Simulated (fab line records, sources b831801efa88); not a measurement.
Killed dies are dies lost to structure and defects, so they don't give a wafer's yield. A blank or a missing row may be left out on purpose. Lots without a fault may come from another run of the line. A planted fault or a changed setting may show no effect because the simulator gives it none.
Which tool did it? | flow sky130 | 6 lots, 18 wafers sampled, at 2 steps of a route of 708

WHAT THE GAUGES READ, wafer by wafer
SKY_NWELL_RS_MEAS_29: measures by four-point-probe.
lot  | measured     | on            | NWELL_RS (ohm/sq)
L736 | day 6 01:41  | film_metro-03 | 625.3 624.5 625.1
L739 | day 6 18:37  | film_metro-02 | 625.1 623.6 623.7
L741 | day 7 11:32  | film_metro-03 | 618.4 615.7 617.4
L744 | day 8 01:25  | film_metro-02 | 624.6 624.9 625.2
L750 | day 9 14:58  | film_metro-02 | 625.7 627.4 626.0
L753 | day 10 10:08 | film_metro-03 | 626.9 625.9 627.5

WHICH TOOL RAN EACH LOT (tool, then ch and the chambers of the sampled wafers, then the start)
lot  | SKY_NWELL_IMPLANT_13
L736 | implanter-03 ch 0, day 5 06:50
L739 | implanter-03 ch 0, day 5 23:01
L741 | implanter-03 ch 0, day 6 14:47
L744 | implanter-02 ch 0, day 7 04:40
L750 | implanter-04 ch 0, day 8 16:25
L753 | implanter-04 ch 0, day 9 12:02
- SKY_NWELL_IMPLANT_13

THE ANSWER, worked out from the rows above alone
Rule: what is usual is taken from the lots themselves. Put in order of their means at a reading, lots are off if they are a third of the lots or fewer, leave a main group of 4 or more, and stand apart from it by a gap of 3 or more times the standard deviation of the main group's means; of several such gaps the widest counts. A main group whose means are all the same, to the digits that the tables above print for the reading, isn't used. A lot without any number at a reading at which 4 lots or more have one is off too. The other lots that the step has rows for count as sound.
Off: L741, at SKY_NWELL_RS_MEAS_29 (NWELL_RS). The main group: mean 625.4 ohm/sq, standard deviation 0.98.
A tool fits if, at a process step before that reading, it ran every lot that is off, and no sound lot after the first of them. The gauges at SKY_NWELL_RS_MEAS_29 are tried like those tools. One fits: implanter-03 at SKY_NWELL_IMPLANT_13. Its last sound lot is L739 (day 5 23:01), its first lot that is off L741 (day 6 14:47): a fault that began between those two fits.

WHAT THE SIMULATOR HAD PUT IN
Process parameter drift: implanter-03, from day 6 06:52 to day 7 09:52, at SKY_NWELL_IMPLANT_13. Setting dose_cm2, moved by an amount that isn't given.
Lots struck among those shown: L741. The rule above found the same.
